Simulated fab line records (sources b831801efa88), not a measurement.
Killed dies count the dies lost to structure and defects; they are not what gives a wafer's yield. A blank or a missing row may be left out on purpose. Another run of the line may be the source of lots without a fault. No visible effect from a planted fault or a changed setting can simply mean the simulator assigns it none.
Which tool did it? + flow gf180mcu + 20 wafers from 7 lots sampled at 2 of the route's 602 steps

## WHAT THE GAUGES READ, wafer by wafer
GF_STI_THK_MEAS_24.
| lot  | measured    | on           | STI_CVD_23_THK (nm) |
|------|-------------|--------------|---------------------|
| L957 | day 2 13:58 | filmMetro-03 | 637 635 643         |
| L960 | day 3 05:37 | filmMetro-01 | 647 643 638         |
| L965 | day 4 07:46 | filmMetro-04 | 660 660 657         |
| L969 | day 5 03:44 | filmMetro-01 | 659 643 665         |
| L971 | day 5 13:28 | filmMetro-01 | 653 650 638         |
| L973 | day 6 00:47 | filmMetro-01 | 667 656 647         |
| L978 | day 7 03:13 | filmMetro-01 | 464 640             |

## EACH LOT AND THE TOOL THAT RAN IT (in order: tool; ch and the chambers of the sampled wafers; start)
| lot  | GF_STI_CVD_23                   |
|------|---------------------------------|
| L957 | hdpcvd-02 ch 1,2, day 2 13:53   |
| L960 | hdpcvd-02 ch 0,1,2, day 3 05:32 |
| L965 | hdpcvd-01 ch 1,2, day 4 07:41   |
| L969 | hdpcvd-02 ch 0,1,2, day 5 03:38 |
| L971 | hdpcvd-02 ch 0,1, day 5 13:22   |
| L973 | hdpcvd-01 ch 0,1,2, day 6 00:41 |
| L978 | hdpcvd-02 ch 1,2, day 7 03:08   |
- GF_STI_CVD_23: deposits SiO2, target thk 650 nm, time 108.3 s.

## THE ANSWER, worked out from the rows above alone
Rule: usual is defined by the lots themselves. Put in order of their means at a reading, lots are off if they are a third of the lots or fewer, leave a main group of 4 or more, and stand apart from it by a gap of 3 or more times the standard deviation of the main group's means; of several such gaps the widest counts. If all means in a main group match to the digits the tables above print for the reading, that group is not used. A lot without any number at a reading at which 4 lots or more have one is off too. Any other lot the step has rows for is counted as sound.
Off: L978, seen at GF_STI_THK_MEAS_24 (STI_CVD_23_THK). The main group: mean 650 nm, standard deviation 7.7.
If a tool, at a process step before that reading, ran all the lots that are off and no sound lot after the first of them, it fits. The gauges at GF_STI_THK_MEAS_24 are tried like those tools. Can't be told from this: 2 tools fit, hdpcvd-02 at GF_STI_CVD_23, filmMetro-01 at GF_STI_THK_MEAS_24.

## WHAT THE SIMULATOR HAD PUT IN
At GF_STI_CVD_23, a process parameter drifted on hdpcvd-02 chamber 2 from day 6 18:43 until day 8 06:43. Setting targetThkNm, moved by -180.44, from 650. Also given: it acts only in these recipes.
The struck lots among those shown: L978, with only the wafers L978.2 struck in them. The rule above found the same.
